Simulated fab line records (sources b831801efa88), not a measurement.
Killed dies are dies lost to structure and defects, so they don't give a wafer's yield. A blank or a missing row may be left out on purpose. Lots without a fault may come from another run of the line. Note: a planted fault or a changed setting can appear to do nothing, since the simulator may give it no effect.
Which of the tools did it?    flow gf180mcu    24 lots, 72 wafers sampled, at 6 steps of a route of 602

== WHAT THE GAUGES SHOWED, per wafer ==
GF_V2_OVL_MEAS_15.
lot   measured      on          V2_OVL (nm)
L074  day 20 06:27  overlay-02  -5 0 -3
L075  day 20 16:13  overlay-01  -11 -12 -6
L076  day 20 21:22  overlay-02  -4 -2 -7
L077  day 21 10:22  overlay-02  -8 -7 -13
L078  day 21 15:07  overlay-02  -6 -10 -5
L079  day 22 02:35  overlay-01  5 6 -7
L080  day 22 17:01  overlay-02  -7 -10 -11
L081  day 22 20:26  overlay-02  -8 -10 -10
L082  day 23 06:56  overlay-02  -9 -13 -5
L083  day 23 12:46  overlay-02  1 -5 1
L084  day 24 01:04  overlay-01  12 6 -6
L085  day 24 07:01  overlay-02  1 -4 6
L086  day 24 19:26  overlay-01  0 -8 -10
L087  day 25 08:41  overlay-02  -4 -4 -8
L088  day 25 18:13  overlay-02  -2 3 -8
L089  day 25 22:44  overlay-02  -2 3 -8
L090  day 26 03:38  overlay-01  0 -9 0
L091  day 26 07:46  overlay-02  -5 -7 -8
L092  day 26 19:49  overlay-02  1 -9 -15
L093  day 26 23:42  overlay-02  4 2 -6
L094  day 27 06:31  overlay-01  -5 -5 -6
L095  day 27 11:11  overlay-01  4 -6 -6
L096  day 27 12:43  overlay-02  1 -8 -12
L097  day 27 23:34  overlay-01  -3 -7 -6

GF_M5_CD_MEAS_07: the cd target is 280 nm.
lot   measured      on        cdNm (nm)
L074  day 26 07:43  cdSem-01  278.8 278.6 279.7
L075  day 26 16:03  cdSem-01  281.0 281.6 280.6
L076  day 26 19:07  cdSem-01  279.3 278.2 278.0
L077  day 27 05:55  cdSem-02  276.2 276.9 276.9
L078  day 27 11:40  cdSem-02  277.9 278.0 278.8
L079  day 27 21:33  cdSem-02  280.1 280.0 279.3
L080  day 28 09:37  cdSem-01  279.0 279.6 279.8
L081  day 28 12:38  cdSem-01  278.6 276.5 278.1
L082  day 28 21:13  cdSem-01  279.1 278.5 278.9
L083  day 29 03:19  cdSem-01  280.8 279.2 280.9
L084  day 29 13:02  cdSem-01  279.9 279.8 280.1
L085  day 29 18:13  cdSem-01  280.6 281.3 280.7
L086  day 30 04:10  cdSem-01  280.8 280.5 280.3
L087  day 30 15:59  cdSem-01  280.3 281.0 282.0
L088  day 31 00:20  cdSem-01  279.1 279.9 278.7
L089  day 31 03:40  cdSem-01  281.3 281.0 280.9
L090  day 31 08:29  cdSem-02  277.9 280.2 278.8
L091  day 31 10:53  cdSem-02  280.5 279.5 278.6
L092  day 31 20:41  cdSem-02  276.6 278.1 277.8
L093  day 32 00:03  cdSem-01  279.4 280.0 279.4
L094  day 32 05:56  cdSem-01  279.5 278.6 278.4
L095  day 32 09:55  cdSem-01  276.3 278.3 278.6
L096  day 32 10:22  cdSem-01  278.2 279.8 278.2
L097  day 32 19:20  cdSem-01  278.9 279.4 278.7

GF_TOP_METAL_CD_MEAS_14: the cd target is 440 nm.
lot   measured      on        cdNm (nm)
L074  day 28 03:21  cdSem-01  439.4 439.7 440.9
L075  day 28 11:36  cdSem-01  440.9 440.6 440.2
L076  day 28 14:04  cdSem-01  438.9 438.4 437.7
L077  day 29 00:49  cdSem-01  440.6 442.3 440.1
L078  day 29 06:17  cdSem-01  440.3 440.7 440.0
L079  day 29 15:35  cdSem-01  442.2 440.3 441.8
L080  day 30 03:16  cdSem-01  443.5 443.5 441.7
L081  day 30 06:26  cdSem-02  436.0 437.3 436.5
L082  day 30 14:13  cdSem-02  439.2 439.4 437.2
L083  day 30 18:37  cdSem-01  440.2 440.2 439.3
L084  day 31 04:53  cdSem-01  439.8 439.3 440.2
L085  day 31 09:20  cdSem-01  440.5 443.1 441.1
L086  day 31 19:17  cdSem-01  437.6 437.1 437.3
L087  day 32 05:58  cdSem-02  441.4 440.8 442.7
L088  day 32 13:17  cdSem-02  439.6 439.9 440.7
L089  day 32 16:49  cdSem-02  438.3 437.6 435.8
L090  day 32 21:32  cdSem-02  443.6 441.1 442.5
L091  day 32 23:47  cdSem-02  440.6 440.8 441.8
L092  day 33 07:34  cdSem-01  437.6 437.0 436.5
L093  day 33 11:20  cdSem-02  436.7 436.9 436.2
L094  day 33 18:04  cdSem-01  441.8 441.3 441.7
L095  day 33 22:07  cdSem-01  438.6 438.2 434.8
L096  day 33 22:28  cdSem-01  440.4 441.4 441.5
L097  day 34 04:59  cdSem-02  439.0 439.7 437.3

== EACH LOT AND THE TOOL THAT RAN IT (in order: tool; ch and the chambers of the sampled wafers; start) ==
lot   GF_CONTACT_CVD_24             GF_V4_SPUTTER_21             GF_MIM_SPUTTER_07
L074  cvdW-01 ch 0,1, day 16 01:37  pvdSputter-01, day 24 11:16  pvdSputter-04, day 24 12:16
L075  cvdW-02 ch 0,1, day 16 13:08  pvdSputter-04, day 24 19:26  pvdSputter-03, day 24 20:26
L076  cvdW-01 ch 0,1, day 16 17:35  pvdSputter-01, day 24 23:53  pvdSputter-02, day 25 00:53
L077  cvdW-02 ch 1, day 17 05:11    pvdSputter-03, day 25 11:16  pvdSputter-03, day 25 12:17
L078  cvdW-01 ch 0, day 17 09:24    pvdSputter-01, day 25 16:49  pvdSputter-04, day 25 17:49
L079  cvdW-01 ch 0,1, day 17 21:07  pvdSputter-04, day 26 03:06  pvdSputter-04, day 26 04:07
L080  cvdW-01 ch 0,1, day 18 11:41  pvdSputter-01, day 26 16:16  pvdSputter-02, day 26 17:17
L081  cvdW-02 ch 0,1, day 18 16:04  pvdSputter-01, day 26 19:48  pvdSputter-04, day 26 20:49
L082  cvdW-01 ch 0,1, day 19 03:59  pvdSputter-03, day 27 03:53  pvdSputter-03, day 27 04:54
L083  cvdW-01 ch 0,1, day 19 10:01  pvdSputter-01, day 27 10:26  pvdSputter-02, day 27 11:27
L084  cvdW-01 ch 0,1, day 19 21:11  pvdSputter-03, day 27 21:03  pvdSputter-04, day 27 22:04
L085  cvdW-02 ch 0,1, day 20 05:17  pvdSputter-04, day 28 02:41  pvdSputter-04, day 28 03:41
L086  cvdW-01 ch 0,1, day 20 18:04  pvdSputter-01, day 28 13:49  pvdSputter-02, day 28 14:50
L087  cvdW-02 ch 1, day 21 07:01    pvdSputter-03, day 29 01:03  pvdSputter-04, day 29 02:04
L088  cvdW-02 ch 0, day 21 18:28    pvdSputter-01, day 29 10:55  pvdSputter-02, day 29 11:55
L089  cvdW-02 ch 0,1, day 22 00:05  pvdSputter-03, day 29 13:30  pvdSputter-03, day 29 14:31
L090  cvdW-01 ch 0, day 22 04:48    pvdSputter-03, day 29 18:15  pvdSputter-03, day 29 19:16
L091  cvdW-02 ch 0,1, day 22 09:34  pvdSputter-04, day 29 21:36  pvdSputter-04, day 29 22:37
L092  cvdW-01 ch 0,1, day 22 23:25  pvdSputter-03, day 30 07:58  pvdSputter-04, day 30 08:58
L093  cvdW-02 ch 0,1, day 23 02:42  pvdSputter-01, day 30 10:56  pvdSputter-03, day 30 11:56
L094  cvdW-02 ch 0,1, day 23 11:28  pvdSputter-01, day 30 17:58  pvdSputter-02, day 30 19:05
L095  cvdW-01 ch 0,1, day 23 15:49  pvdSputter-01, day 30 22:20  pvdSputter-03, day 30 23:27
L096  cvdW-01 ch 0,1, day 23 18:16  pvdSputter-04, day 30 23:19  pvdSputter-04, day 31 00:19
L097  cvdW-01 ch 0,1, day 24 04:49  pvdSputter-03, day 31 09:02  pvdSputter-03, day 31 10:03
- GF_CONTACT_CVD_24: deposits W, target thk 300 nm, time 90.339 s.
- GF_V4_SPUTTER_21: material Ti, target thk 15 nm, time 80.02 s.
- GF_MIM_SPUTTER_07: material TiN, target thk 60 nm, time 50 s.

== WHAT THE TOOLS THEMSELVES READ (means of the sampled wafers that have a number; where no wafer has one, the mark that the record gives instead) ==
GF_CONTACT_CVD_24.
lot   tool     heaterPowerW (W)
L074  cvdW-01  730
L075  cvdW-02  820
L076  cvdW-01  722
L077  cvdW-02  765
L078  cvdW-01  710
L079  cvdW-01  744
L080  cvdW-01  737
L081  cvdW-02  824
L082  cvdW-01  724
L083  cvdW-01  726
L084  cvdW-01  733
L085  cvdW-02  760
L086  cvdW-01  749
L087  cvdW-02  720
L088  cvdW-02  909
L089  cvdW-02  773
L090  cvdW-01  698
L091  cvdW-02  857
L092  cvdW-01  758
L093  cvdW-02  766
L094  cvdW-02  837
L095  cvdW-01  762
L096  cvdW-01  753
L097  cvdW-01  730

GF_V4_SPUTTER_21.
lot   tool           cathodeDcPowerW (W)  chamberPressurePa (Pa)  throttleValvePct (%)
L074  pvdSputter-01  2499.6               5.004                   31.2
L075  pvdSputter-04  2500.1               4.999                   29.3
L076  pvdSputter-01  2500.0               4.993                   31.0
L077  pvdSputter-03  2500.1               4.999                   30.8
L078  pvdSputter-01  2499.9               4.995                   30.2
L079  pvdSputter-04  2499.8               4.997                   29.7
L080  pvdSputter-01  2500.3               4.998                   31.3
L081  pvdSputter-01  2499.8               4.995                   31.0
L082  pvdSputter-03  2499.8               5.010                   30.6
L083  pvdSputter-01  2499.6               5.009                   31.0
L084  pvdSputter-03  2500.0               5.011                   30.7
L085  pvdSputter-04  2500.1               4.999                   29.8
L086  pvdSputter-01  2500.1               4.992                   31.5
L087  pvdSputter-03  2499.8               4.999                   30.6
L088  pvdSputter-01  2500.2               5.001                   30.9
L089  pvdSputter-03  2499.5               4.992                   30.7
L090  pvdSputter-03  2500.0               4.995                   30.6
L091  pvdSputter-04  2500.0               4.995                   30.0
L092  pvdSputter-03  2500.3               4.995                   30.9
L093  pvdSputter-01  2499.8               4.999                   30.7
L094  pvdSputter-01  2499.6               4.992                   31.3
L095  pvdSputter-01  2500.0               4.996                   30.7
L096  pvdSputter-04  2500.2               4.995                   30.1
L097  pvdSputter-03  2499.6               5.001                   30.5

GF_MIM_SPUTTER_07.
lot   tool           cathodeDcPowerW (W)  chamberPressurePa (Pa)  throttleValvePct (%)
L074  pvdSputter-04  6499.7               0.3998                  29.4
L075  pvdSputter-03  6500.1               0.3996                  30.4
L076  pvdSputter-02  6501.2               0.3991                  30.2
L077  pvdSputter-03  6500.4               0.4005                  30.5
L078  pvdSputter-04  6500.0               0.4002                  29.4
L079  pvdSputter-04  6499.1               0.4007                  29.7
L080  pvdSputter-02  6499.7               0.4008                  31.6
L081  pvdSputter-04  6500.1               0.3999                  30.1
L082  pvdSputter-03  6499.6               0.4003                  30.7
L083  pvdSputter-02  6499.4               0.3990                  30.1
L084  pvdSputter-04  6500.0               0.4002                  29.1
L085  pvdSputter-04  6499.0               0.3998                  29.9
L086  pvdSputter-02  6501.0               0.3998                  29.5
L087  pvdSputter-04  6499.8               0.4000                  29.7
L088  pvdSputter-02  6500.0               0.4001                  30.3
L089  pvdSputter-03  6499.4               0.3998                  30.6
L090  pvdSputter-03  6500.7               0.3999                  30.8
L091  pvdSputter-04  6501.0               0.4005                  29.6
L092  pvdSputter-04  6501.2               0.3998                  29.9
L093  pvdSputter-03  6499.2               0.3999                  30.7
L094  pvdSputter-02  6498.7               0.3998                  31.6
L095  pvdSputter-03  6498.6               0.3999                  30.8
L096  pvdSputter-04  6499.3               0.4003                  29.9
L097  pvdSputter-03  6501.1               0.3995                  30.5

== THE ANSWER, worked out from the rows above alone ==
Rule: the lots themselves supply what counts as usual. The widest of any qualifying gaps counts: lots, ordered by their means at a reading, are off when they make up no more than a third of the lots, leave a main group of 4 or more, and stand apart from it by 3 or more times the standard deviation of that group's means. The tables above print the reading to a certain number of digits; a main group whose means all agree to those digits is not used. Also off: a lot with no number at a reading for which 4 or more lots have one. Where the step has rows for the other lots, those lots are counted as sound. Order of review: gauges by route order, followed by the tools' own readings, for which a lot's mean as printed above is used. The first step at which some lot is off is used, and at that step the reading that is off furthest; a lot without a number counts as furthest.
None of the lots is off at any reading shown; this tells nothing.

== WHAT THE SIMULATOR PUT IN ==
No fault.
